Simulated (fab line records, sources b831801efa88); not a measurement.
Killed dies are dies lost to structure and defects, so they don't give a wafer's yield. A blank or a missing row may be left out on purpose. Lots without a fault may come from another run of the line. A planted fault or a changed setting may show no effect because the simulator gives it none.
fab line records | flow sky130
record lots=6 wafers=18 last_day=50
route steps=708 shown VIA2@519 METAL3@532 PAD_OPEN@708
lots that met no fault: from a run of the same line without faults
start_h: hours from the record's first day to the start of the lot's first wafer shown | wait_h: hours since the lot's step before | " the same as in the row above | L1.1+2: a row that stands for several wafers | - no value, or no start given | * or withheld: withheld | < > ~ a bound
route shown NAME@n: a module of which the file shows steps, and the number in the route of the first | usual: mean/standard deviation of fault-free wafers | same: alike in all rows | chamber/n: place in a boat | sites: the reading at each site | _std_site: their standard deviation | _edge_site: outer sites' mean less inner sites' | radius_mm: how far each site lies from the wafer's centre | mask NAME#n: copy n | behind: the tool/chamber that last shaped the wafer | hold: why the lot was held/for how many hours/how that ended | device: the transistor (n, p or np) that didn't switch | end of line: the same wafers' tests at the end of the route | a step without rows: its recipe alone | killed: dies lost to structure and defects at the first sort, not the wafer's yield | map: a wafer's dies, x killed, . not, _ none there
set.NAME: the setting as run; set.NAME@STEP: as run at that earlier step | model.NAME: the simulator's own value behind a step, which no gauge read
lots at some steps of the route; a table a step, a row a wafer
services: from which hour (start_h, from the record's first day; less than 0 if before it) a tool's chamber was out of use, for how many hours, and why
## steps
# step SKY_VIA2_CD_MEAS_12
# recipe target_cd_nm=200
# usual cd_nm=200.1/1.5
# columns lot.wafer tool chamber start_h wait_h cd_nm
L678.3 cd_sem-02 - 858.81 - 200.1
L678.5 " - " " 199.4
L678.6 " - " " 201.3
L685.2 cd_sem-01 - 916.18 - 200.2
L685.3 " - " " 199.4
L685.6 " - " " 201.4
L684.1 cd_sem-01 - 918.78 - 200.2
L684.2 " - " " 199.4
L684.6 " - " " 199.8
L693.3 cd_sem-01 - 985.12 - 201.9
L693.5 " - " " 201.1
L693.6 " - " " 200.4
L697.1 cd_sem-02 - 1001.26 - 201.5
L697.2 " - " " 201.3
L697.5 " - " " 202.9
L701.2 cd_sem-01 - 1013.78 - 201.6
L701.3 " - " " 201.6
L701.6 " - " " 202.6
# step SKY_VIA2_OVL_MEAS_13
# usual VIA2_OVL=-2/5.2
# columns lot.wafer tool chamber start_h wait_h VIA2_OVL[nm]
L678.3 overlay-01 - 858.90 0.1 -4
L678.5 " - " " 4
L678.6 " - " " -1
L685.2 overlay-02 - 916.28 0.1 5
L685.3 " - " " -1
L685.6 " - " " 7
L684.1 overlay-02 - 918.90 0.1 0
L684.2 " - " " -5
L684.6 " - " " -3
L693.3 overlay-02 - 985.21 0.1 -4
L693.5 " - " " -4
L693.6 " - " " 0
L697.1 overlay-02 - 1001.38 0.1 -5
L697.2 " - " " 4
L697.5 " - " " -4
L701.2 overlay-01 - 1013.89 0.1 -1
L701.3 " - " " 4
L701.6 " - " " 4
# step SKY_VIA2_ETCH_14
# recipe chemistry=N2/H2 target=BARC ion_energy_ev=200 source_w=500 bias_w=100 pressure_mtorr=30 n2_flow_sccm=100 h2_flow_sccm=200 stop_on=SiO2 time_s=45.9 target_depth_a=600
# usual chamber_pressure_mTorr=30.00/0.038 drypump_motor_current_A=5.7/0.41 oes_product_au=0.854/0.0048 throttle_valve_pct=13.225/0.0089
# columns lot.wafer tool chamber start_h wait_h chamber_pressure_mTorr drypump_motor_current_A oes_product_au rf_hours_counter_h throttle_valve_pct
L678.3 rie_diel-03 1 858.93 0.0 29.97 5.1 0.851 13 13.229
L678.5 " 2 " " 29.99 5.8 0.847 - 13.228
L678.6 " 3 " " 29.98 5.8 0.853 - 13.232
L685.2 rie_diel-04 2 916.31 0.0 30.05 5.3 0.854 9 13.208
L685.3 " 1 " " 30.00 5.6 0.854 9 13.220
L685.6 " 1 " " 29.99 5.6 0.860 - 13.222
L684.1 rie_diel-04 1 918.94 0.0 30.04 5.6 0.852 9 13.232
L684.2 " 2 " " 30.03 5.3 0.851 9 13.235
L684.6 " 2 " " 30.00 5.3 0.858 - 13.239
L693.3 rie_diel-03 2 985.24 0.0 29.98 5.7 0.861 9 13.214
L693.5 " 2 " " 30.01 5.7 0.850 - 13.214
L693.6 " 3 " " 29.97 5.8 0.849 - 13.229
L697.1 rie_diel-03 1 1001.42 0.0 29.96 5.1 0.861 18 13.240
L697.2 " 2 " " 30.03 5.8 0.847 10 13.228
L697.5 " 0 " " 29.99 5.2 0.863 - 13.223
L701.2 rie_diel-03 1 1013.92 0.0 30.02 5.1 0.848 19 13.218
L701.3 " 0 " " 30.01 5.2 0.859 14 13.240
L701.6 " 1 " " 29.65 5.1 0.853 - 13.229
# step SKY_VIA2_ETCH_15
# recipe target=SiO2 chemistry=C4F8/O2/Ar target_depth_nm=546 stop_on=TiN mask_material=KrF-thick source_w=1500 bias_w=1200 pressure_mtorr=40 c4f8_flow_sccm=withheld O2_flow_sccm=6 Ar_flow_sccm=300 time_s=84
# usual chamber_pressure_mTorr=40.01/0.039 oes_product_au=0.940/0.0051
# columns lot.wafer tool chamber start_h wait_h chamber_pressure_mTorr oes_product_au rf_hours_counter_h
L678.3 rie_diel-03 1 858.97 0.0 39.99 0.937 13
L678.5 " 2 " " 40.01 0.943 -
L678.6 " 3 " " 40.03 0.935 -
L685.2 rie_diel-04 2 916.36 0.0 40.00 0.942 9
L685.3 " 1 " " 40.05 0.934 9
L685.6 " 1 " " 39.97 0.942 -
L684.1 rie_diel-04 1 918.98 0.0 39.94 0.940 9
L684.2 " 2 " " 40.05 0.940 9
L684.6 " 2 " " 40.05 0.937 -
L693.3 rie_diel-03 2 985.28 0.0 40.02 0.944 10
L693.5 " 2 " " 40.02 0.932 -
L693.6 " 3 " " 40.03 0.941 -
L697.1 rie_diel-03 1 1001.46 0.0 40.04 0.942 18
L697.2 " 2 " " 39.94 0.947 10
L697.5 " 0 " " 39.99 0.944 -
L701.2 rie_diel-03 1 1013.96 0.0 39.96 0.938 19
L701.3 " 0 " " 39.99 0.943 14
L701.6 " 1 " " 39.95 0.932 -
# step SKY_VIA2_STRIP_16
# recipe chemistry=O2/N2 power_w=1400 pressure_mtorr=1500 platen_temp_c=withheld o2_flow_sccm=3000 n2_flow_sccm=300 overash_fraction=0.5
# usual chamber_pressure_mTorr=1499.8/1.4 drypump_motor_current_A=5.6/0.48 o2_flow_sccm=3000/9.5 oes_product_au=0.396/0.0048 strip_time_to_endpoint_s=3.994/0.024
# columns lot.wafer tool chamber start_h wait_h chamber_pressure_mTorr drypump_motor_current_A o2_flow_sccm oes_product_au rf_hours_counter_h strip_time_to_endpoint_s
L678.3 plasma_asher-03 0 859.06 0.1 1499.9 5.3 3004 0.394 - 4.009
L678.5 " 0 " " 1497.3 5.3 3008 0.399 - 4.049
L678.6 " 1 " " 1501.9 6.2 2999 0.390 - 3.997
L685.2 plasma_asher-02 0 916.42 0.0 1498.1 6.1 3001 0.400 108 3.980
L685.3 " 1 " " 1499.3 5.2 3015 0.398 - 3.991
L685.6 " 1 " " 1501.5 5.2 3002 0.396 - 3.982
L684.1 plasma_asher-03 0 919.04 0.0 1498.4 5.2 2998 0.388 48 3.983
L684.2 " 1 " " 1499.4 6.2 2992 0.391 48 3.988
L684.6 " 0 " " 1503.9 5.3 2985 0.396 - 3.998
L693.3 plasma_asher-03 0 985.38 0.1 1496.8 5.2 2997 0.394 - 4.023
L693.5 " 0 " " 1501.1 5.3 3006 0.392 - 4.017
L693.6 " 1 " " 1499.8 6.3 3002 0.394 - 4.032
L697.1 plasma_asher-03 0 1001.52 0.0 1500.9 5.3 2997 0.398 56 4.032
L697.2 " 1 " " 1498.5 6.2 3012 0.398 56 4.025
L697.5 " 0 " " 1500.4 5.3 3001 0.396 - 4.010
L701.2 plasma_asher-03 1 1014.02 0.0 1501.5 6.2 3000 0.392 57 4.010
L701.3 " 0 " " 1500.0 5.3 3007 0.400 - 4.006
L701.6 " 1 " " 1500.4 6.2 2993 0.396 - 3.983
# step SKY_VIA2_STRIP_17
# recipe chemistry=post_etch_residue_remover time_s=1200 temp_c=72.5
# step SKY_VIA2_CLEAN_18
# recipe chemistry=IPA time_s=180 temp_c=25
# step SKY_VIA2_CLEAN_19
# recipe chemistry=O3/DIW dry=n2_spin
# step SKY_VIA2_SPUTTER_20
# recipe material=TiN target_thk_nm=20 chamber_pressure_pa=5 power_w=4000 time_s=80
# step SKY_VIA2_CVD_21
# recipe material=W target_thk_nm=420 time_s=126.4 temp_c=400 pressure_torr=40
# usual heater_power_w=807/77
# columns lot.wafer tool chamber start_h wait_h heater_power_w
L678.3 cvd_w-02 1 859.73 0.1 746
L678.5 " 0 " " 772
L678.6 " 1 " " 745
L685.2 cvd_w-02 0 917.10 0.0 758
L685.3 " 1 " " 760
L685.6 " 1 " " 759
L684.1 cvd_w-01 0 919.73 0.0 742
L684.2 " 1 " " 918
L684.6 " 1 " " 909
L693.3 cvd_w-02 1 986.05 0.1 780
L693.5 " 0 " " 766
L693.6 " 1 " " 778
L697.1 cvd_w-01 1 1002.18 0.0 969
L697.2 " 0 " " 768
L697.5 " 1 " " 912
L701.2 cvd_w-01 0 1014.70 0.0 756
L701.3 " 0 " " 748
L701.6 " 1 " " 924
# step SKY_VIA2_RS_MEAS_22
# recipe thk_meas_gauge=four-point-probe reads=W_of_VIA2_CVD_21+TiN_of_VIA2_SPUTTER_20
# usual VIA2_W_RS=0.271/0.0031
# columns lot.wafer tool chamber start_h wait_h VIA2_W_RS[ohm/sq]
L678.3 film_metro-04 - 859.86 0.1 0.268
L678.5 " - " " 0.273
L678.6 " - " " 0.268
L685.2 film_metro-03 - 917.25 0.1 0.275
L685.3 " - " " 0.268
L685.6 " - " " 0.269
L684.1 film_metro-03 - 919.86 0.1 0.271
L684.2 " - " " 0.270
L684.6 " - " " 0.270
L693.3 film_metro-04 - 986.18 0.1 0.267
L693.5 " - " " 0.271
L693.6 " - " " 0.269
L697.1 film_metro-04 - 1002.31 0.1 0.276
L697.2 " - " " 0.272
L697.5 " - " " 0.275
L701.2 film_metro-03 - 1014.85 0.1 0.267
L701.3 " - " " 0.272
L701.6 " - " " 0.269
# step SKY_VIA2_THK_MEAS_23
# recipe thk_meas_gauge=xrf reads=W_of_VIA2_CVD_21
# usual VIA2_W_THK=431/8.3
# columns lot.wafer tool chamber start_h wait_h VIA2_W_THK[nm]
L678.3 film_metro-04 - 859.96 0.1 447
L678.5 " - " " 436
L678.6 " - " " 444
L685.2 film_metro-03 - 917.36 0.1 418
L685.3 " - " " 425
L685.6 " - " " 424
L684.1 film_metro-03 - 919.98 0.1 421
L684.2 " - " " 421
L684.6 " - " " 425
L693.3 film_metro-04 - 986.28 0.1 447
L693.5 " - " " 437
L693.6 " - " " 443
L697.1 film_metro-04 - 1002.43 0.1 427
L697.2 " - " " 435
L697.5 " - " " 432
L701.2 film_metro-03 - 1014.96 0.1 432
L701.3 " - " " 425
L701.6 " - " " 425
# step SKY_VIA2_CMP_24
# recipe stop_on=SiO2 t_overpolish_s=20 down_force_psi=3.5 platen_rpm=60 target_thk_nm=0 pad_velocity_m_s=0.94248
# usual motor_current_A=11.4/1.1 overpolish_run_s=19.999/0.0094 slurry_flow_ml_min=150.0/0.44 t_overpolish_s=20/0 time_to_endpoint_s=102.3/3
# columns lot.wafer tool chamber start_h wait_h motor_current_A overpolish_run_s slurry_flow_ml_min t_overpolish_s time_to_endpoint_s
L678.3 cmp-02 0 860.14 0.2 12.9 19.983 149.9 20 101.2
L678.6 " 3 " " 11.5 19.997 149.7 20 103.9
L678.5 " 0 " " 11.6 19.987 150.0 20 105.9
L685.3 cmp-02 3 917.46 0.1 11.8 19.974 149.9 20 105.1
L685.2 " 0 " " 13.0 25.219 149.8 25.211 106.1
L685.6 " 3 " " 12.4 19.989 149.6 20 108.9
L684.2 cmp-02 0 920.04 0.0 12.7 25.232 150.2 25.211 106.4
L684.1 " 1 " " 9.3 19.989 150.1 20 102.0
L684.6 " 0 " " 12.1 25.210 150.5 25.211 106.5
L693.3 cmp-02 1 986.47 0.2 9.0 20.003 149.0 20 100.3
L693.6 " 2 " " 12.6 20.005 150.8 20 101.0
L693.5 " 3 " " 11.7 19.989 149.7 20 102.0
L697.1 cmp-02 3 1002.49 0.1 11.8 20.005 149.7 20 100.0
L697.2 " 0 " " 11.1 20.001 149.9 20 105.1
L697.5 " 0 " " 12.5 20.000 150.2 20 102.2
L701.3 cmp-02 0 1015.11 0.1 12.2 20.003 149.9 20 106.9
L701.2 " 1 " " 9.0 19.986 149.9 20 104.9
L701.6 " 3 " " 11.7 19.997 150.2 20 101.2
# step SKY_METAL3_SPUTTER_00
# recipe material=Ti target_thk_nm=15 power_w=3000 time_s=10 chamber_pressure_pa=0.4
# usual cathode_dc_power_W=3000.0/0.51 throttle_valve_pct=29.8/0.84
# columns lot.wafer tool chamber start_h wait_h cathode_dc_power_W throttle_valve_pct
L678.3 pvd_sputter-01 - 860.39 0.2 2999.8 30.7
L678.5 " - " " 3000.4 30.0
L678.6 " - " " 3000.0 29.6
L685.2 pvd_sputter-02 - 917.71 0.1 3000.3 30.8
L685.3 " - " " 3000.8 30.3
L685.6 " - " " 2998.7 28.9
L684.1 pvd_sputter-01 - 920.34 0.2 2999.5 29.8
L684.2 " - " " 3000.3 29.1
L684.6 " - " " 3000.1 29.8
L693.3 pvd_sputter-01 - 986.62 0.1 3000.4 30.7
L693.5 " - " " 2999.9 28.7
L693.6 " - " " 3000.7 29.6
L697.1 pvd_sputter-02 - 1002.79 0.2 2999.8 30.9
L697.2 " - " " 3000.3 30.3
L697.5 " - " " 3000.3 30.9
L701.2 pvd_sputter-01 - 1015.31 0.1 3000.2 28.8
L701.3 " - " " 3000.9 30.6
L701.6 " - " " 2999.9 29.6
# step SKY_PAD_OPEN_PROBE_99
# usual defect_limited_yield=82.1/1.8 killed_at_M0_to_M3=44/6.2 killed_at_M4_up=3.3/1.8 killed_at_contacts=25/5.8 killed_at_front_end=15/4 killed_at_other=0.3/0.49 killed_dies=88/8.8 killed_open=48/6.5 killed_short=39/6.3 sort_bin_3_pad_short=0.9/0.41 sort_bin_5_function=10.6/1.4 sort_bin_6_memory=6.4/1.1 sort_n_pass=404/8.8 sort_yield_pct=82.1/1.8
# same gross_dies=492 killed_at_back_side=0 sort_bin_4_leakage[%]=0 sort_bin_8_speed[%]=0
# columns lot.wafer tool chamber start_h wait_h defect_limited_yield[%] killed_at_M0_to_M3 killed_at_M4_up killed_at_contacts killed_at_front_end killed_at_other killed_dies killed_open killed_short sort_bin_3_pad_short[%] sort_bin_5_function[%] sort_bin_6_memory[%] sort_n_pass sort_yield_pct[%]
L678.3 prober-01 - 1085.71 0.2 83.7 36 3 26 15 0 80 44 36 0.2 9.3 6.7 412 83.7
L678.5 prober-01 - 1085.81 0.2 82.9 40 1 30 13 0 84 54 29 1.0 10.6 5.5 408 82.9
L678.6 prober-01 - 1085.86 0.2 82.7 43 0 16 26 0 85 48 37 0.4 10.4 6.5 407 82.7
L685.2 prober-01 - 1129.53 0.1 81.5 53 3 24 10 1 91 57 33 1.0 11.6 5.9 401 81.5
L685.3 prober-01 - 1129.58 0.2 82.7 43 1 29 12 0 85 43 42 0.4 10.0 6.9 407 82.7
L685.6 prober-01 - 1129.73 0.2 81.3 56 3 21 11 1 92 47 44 0.6 11.8 6.3 400 81.3
L684.1 prober-02 - 1134.36 0.1 81.3 42 5 29 16 0 92 48 44 1.8 11.0 5.9 400 81.3
L684.2 prober-02 - 1134.41 0.1 85.0 44 3 21 5 1 74 37 37 1.0 9.3 4.7 418 85.0
L684.6 prober-02 - 1134.61 0.2 82.1 32 3 33 20 0 88 53 35 0.8 10.2 6.9 404 82.1
L693.3 prober-01 - 1184.52 0.2 80.3 46 0 36 15 0 97 59 37 0.6 12.0 7.1 395 80.3
L693.5 prober-01 - 1184.62 0.2 79.1 49 2 32 20 0 103 50 53 1.2 12.4 7.3 389 79.1
L693.6 prober-01 - 1184.67 0.2 83.1 41 4 23 15 0 83 42 40 0.8 10.0 6.1 409 83.1
L697.1 prober-01 - 1195.18 0.1 81.3 40 3 33 16 0 92 51 41 0.4 10.6 7.7 400 81.3
L697.2 prober-01 - 1195.23 0.1 85.2 50 2 11 10 0 73 35 38 1.4 7.1 6.3 419 85.2
L697.5 prober-01 - 1195.38 0.2 84.3 38 2 26 11 0 77 42 35 1.2 8.3 6.1 415 84.3
L701.2 prober-02 - 1204.32 0.1 79.3 51 7 27 17 0 102 58 42 1.2 12.4 7.1 390 79.3
L701.3 prober-02 - 1204.37 0.2 79.3 46 2 38 16 0 102 54 47 1.8 11.8 7.1 390 79.3
L701.6 prober-02 - 1204.52 0.2 82.9 39 2 31 12 0 84 48 34 1.4 9.3 6.3 408 82.9
# killed by level:class
L678.3 CONTACT:geometric_particle:open=12 VIA3:geometric_particle:open=7 METAL2:geometric_particle:short=6 CONTACT:geometric_particle:short=5 VIA1:geometric_particle:open=5 FIELD_ISO:geometric_particle:short=4 LI_CONTACT:geometric_particle:open=4 POLY_GATE:geometric_particle:open=3
L678.5 CONTACT:geometric_particle:open=10 VIA2:geometric_particle:open=9 VIA3:geometric_particle:open=9 LI_CONTACT:geometric_particle:open=8 VIA1:geometric_particle:open=5 LOCAL_INTERCONNECT:geometric_particle:short=5 VIA1:geometric_particle:short=4 VIA3:geometric_particle:short=4
L678.6 VIA1:geometric_particle:open=10 POLY_GATE:geometric_particle:open=8 VIA2:geometric_particle:open=8 VIA1:geometric_particle:short=7 VIA3:geometric_particle:open=7 POLY_GATE:geometric_particle:short=6 LOCAL_INTERCONNECT:geometric_particle:short=5 FIELD_ISO:geometric_particle:open=4
L685.2 VIA1:geometric_particle:open=14 METAL1:geometric_particle:short=10 VIA3:geometric_particle:open=10 VIA2:geometric_particle:open=9 CONTACT:geometric_particle:open=8 LI_CONTACT:geometric_particle:open=7 FIELD_ISO:geometric_particle:short=4 FIELD_ISO:geometric_particle:open=3
L685.3 VIA1:geometric_particle:open=14 CONTACT:geometric_particle:open=9 CONTACT:geometric_particle:short=8 METAL1:geometric_particle:short=7 LI_CONTACT:geometric_particle:open=6 VIA1:geometric_particle:short=5 POLY_GATE:geometric_particle:open=4 LOCAL_INTERCONNECT:geometric_particle:short=4
L685.6 VIA1:geometric_particle:short=9 CONTACT:geometric_particle:open=9 VIA2:geometric_particle:open=9 METAL1:geometric_particle:short=8 LI_CONTACT:geometric_particle:open=7 VIA1:geometric_particle:open=7 VIA3:geometric_particle:open=7 METAL2:geometric_particle:short=6
L684.1 CONTACT:geometric_particle:open=12 VIA1:geometric_particle:open=8 CONTACT:geometric_particle:short=7 METAL1:geometric_particle:short=7 METAL2:geometric_particle:short=7 FIELD_ISO:geometric_particle:short=6 LOCAL_INTERCONNECT:geometric_particle:short=5 VIA2:geometric_particle:open=5
L684.2 VIA1:geometric_particle:open=11 LI_CONTACT:geometric_particle:open=8 METAL1:geometric_particle:short=7 LOCAL_INTERCONNECT:geometric_particle:short=6 VIA1:geometric_particle:short=5 CONTACT:geometric_particle:open=5 VIA3:geometric_particle:short=5 METAL2:geometric_particle:short=4
L684.6 CONTACT:geometric_particle:open=12 VIA1:geometric_particle:open=11 LI_CONTACT:geometric_particle:open=9 LOCAL_INTERCONNECT:geometric_particle:short=7 FIELD_ISO:geometric_particle:short=6 FIELD_ISO:geometric_particle:open=3 POLY_GATE:geometric_particle:short=3 CONTACT:geometric_particle:short=3
L693.3 CONTACT:geometric_particle:open=14 VIA2:geometric_particle:open=9 VIA1:geometric_particle:open=9 CONTACT:geometric_particle:short=7 VIA3:geometric_particle:open=7 LI_CONTACT:geometric_particle:open=5 LI_CONTACT:geometric_particle:short=5 VIA2:geometric_particle:short=5
L693.5 METAL2:geometric_particle:short=10 CONTACT:geometric_particle:open=9 LI_CONTACT:geometric_particle:open=8 VIA1:geometric_particle:open=8 VIA1:geometric_particle:short=7 FIELD_ISO:geometric_particle:short=5 CONTACT:geometric_particle:short=5 FIELD_ISO:geometric_particle:open=4
L693.6 CONTACT:geometric_particle:open=9 CONTACT:geometric_particle:short=7 VIA1:geometric_particle:open=7 VIA2:geometric_particle:open=6 METAL1:geometric_particle:short=6 VIA2:geometric_particle:short=6 VIA3:geometric_particle:open=5 FIELD_ISO:geometric_particle:open=3
L697.1 LI_CONTACT:geometric_particle:open=11 CONTACT:geometric_particle:open=11 VIA1:geometric_particle:open=8 METAL1:geometric_particle:short=7 LOCAL_INTERCONNECT:geometric_particle:short=5 METAL2:geometric_particle:short=5 VIA3:geometric_particle:short=5 FIELD_ISO:geometric_particle:open=4
L697.2 VIA2:geometric_particle:open=9 VIA1:geometric_particle:open=8 METAL1:geometric_particle:short=7 VIA3:geometric_particle:open=7 METAL2:geometric_particle:short=7 CONTACT:geometric_particle:open=5 LOCAL_INTERCONNECT:geometric_particle:short=4 VIA2:geometric_particle:short=4
L697.5 LI_CONTACT:geometric_particle:open=8 CONTACT:geometric_particle:open=7 METAL2:geometric_particle:short=6 VIA3:geometric_particle:open=6 METAL1:geometric_particle:short=6 VIA1:geometric_particle:short=6 VIA1:geometric_particle:open=6 LOCAL_INTERCONNECT:geometric_particle:short=4
L701.2 VIA1:geometric_particle:open=12 VIA2:geometric_particle:open=12 CONTACT:geometric_particle:open=11 METAL1:geometric_particle:short=7 METAL4:geometric_particle:short=6 POLY_GATE:geometric_particle:open=6 VIA3:geometric_particle:open=6 LI_CONTACT:geometric_particle:open=5
L701.3 CONTACT:geometric_particle:open=17 VIA1:geometric_particle:open=10 VIA1:geometric_particle:short=8 METAL2:geometric_particle:short=7 POLY_GATE:geometric_particle:open=6 CONTACT:geometric_particle:short=6 LI_CONTACT:geometric_particle:short=6 LI_CONTACT:geometric_particle:open=6
L701.6 VIA1:geometric_particle:open=11 CONTACT:geometric_particle:open=10 LI_CONTACT:geometric_particle:open=9 VIA1:geometric_particle:short=9 VIA2:geometric_particle:open=6 CONTACT:geometric_particle:short=6 POLY_GATE:geometric_particle:short=4 VIA3:geometric_particle:open=4
## services
# columns tool chamber start_h hours kind
cvd_w-02 - 835.10 4.3 pm
cmp-02 - 845.36 4.0 pm
rie_diel-03 3 846.95 3.4 repair
rie_diel-04 2 877.25 8.9 repair
pvd_sputter-01 - 897.33 13.1 repair
cvd_w-01 - 904.00 14.0 pm
rie_diel-04 - 905.33 0.2 repair
pvd_sputter-01 - 910.19 7.6 repair
cmp-02 - 912.00 4.0 pm
cmp-02 - 914.44 0.7 repair
cmp-02 - 917.88 1.2 repair
rie_diel-04 3 918.77 2.8 repair
rie_diel-03 0 930.60 1.7 repair
rie_diel-03 1 945.73 10.0 repair
plasma_asher-03 - 949.37 2.8 pm
cmp-02 - 954.66 7.7 pm
cvd_w-02 - 960.80 11.5 repair
rie_diel-03 3 963.21 5.3 repair
plasma_asher-03 - 970.23 1.9 repair
rie_diel-04 2 979.01 5.4 repair
rie_diel-03 3 991.82 21.3 repair
rie_diel-03 2 993.41 4.7 repair
rie_diel-04 2 1004.03 2.5 repair
rie_diel-04 1 1012.61 4.4 repair
## key
first_sign step=SKY_VIA2_CMP_24 reading=t_overpolish_s direction=up sigmas=99+ usual=20 struck=25.211
effect step=SKY_VIA2_CMP_24 reading=overpolish_run_s direction=up sigmas=99+ usual=19.999 struck=25.220
met_at SKY_VIA2_CMP_24
struck_wafers L684.2,L684.6,L685.2
onset_between 860.14 917.46
fault kind=process_parameter_drift tool=cmp-02 chamber=0 onset_h=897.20 steps=SKY_VIA2_CMP_24 channel=t_overpolish_s offset=5.2113 shape=step end_h=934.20 acts_in=these_recipes_only stated=20
